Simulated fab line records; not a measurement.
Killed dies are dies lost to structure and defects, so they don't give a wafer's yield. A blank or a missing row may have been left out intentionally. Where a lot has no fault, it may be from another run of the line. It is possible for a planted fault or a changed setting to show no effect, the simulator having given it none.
2 desks, one fault | flow gf180mcu | only its own numbers are on each desk; what lay behind them is given at the end

== THE TOOL OWNER'S DESK: iline stepper-02 ==
The tool's own readings at GF_MIM_EXPOSE_16 (exposes mask FuseTop, target cd 2000 nm): means of the sampled wafers that have a number, for each lot that ran on this tool. A lot is out of limits, marked OUT, if its mean lies more than 4 standard deviations from the usual mean; the brackets give that distance.
Columns: A = focus offset nm at GF_MIM_EXPOSE_16, usual -0.1 nm
lot  | first seen here | A
L378 | day 26 05:50    | -0.1
L384 | day 28 06:50    | 0.3
L385 | day 28 09:57    | 0.3
L386 | day 28 19:44    | 0.2
This desk's verdict: no lot among the 4 shows anything out of limits.

== METROLOGY DESK ==
Lot by lot, what the gauges showed, no matter which tool ran the lot: averages of those sampled wafers that carry a number. A lot is out of limits, marked OUT, if its mean lies more than 4 standard deviations from the usual mean; the brackets give that distance.
Columns: A = MIM_CVD_05_THK at GF_MIM_THK_MEAS_06, usual 42.0 nm; B = MIM_ALCU_RS at GF_MIM_RS_MEAS_10, usual 0.1605 ohm/sq; C = MIM_ALCU_THK at GF_MIM_THK_MEAS_11, usual 198.3 nm
lot  | first seen here | A    | B      | C
L376 | day 25 14:28    | 41.2 | 0.1586 | 200.7
L378 | day 25 18:53    | 41.8 | 0.1620 | 196.8
L384 | day 27 20:42    | 42.0 | 0.1624 | 193.7
L385 | day 27 23:31    | 42.5 | 0.1591 | 197.1
L386 | day 28 10:01    | 42.4 | 0.1608 | 197.8
This desk's verdict: no lot among the 5 shows anything out of limits.

== BROUGHT TOGETHER ==
The desk of the tool owner found nothing out of limits.
From the metrology desk's view, nothing was out of limits.

== WHAT THE SIMULATOR PUT IN ==
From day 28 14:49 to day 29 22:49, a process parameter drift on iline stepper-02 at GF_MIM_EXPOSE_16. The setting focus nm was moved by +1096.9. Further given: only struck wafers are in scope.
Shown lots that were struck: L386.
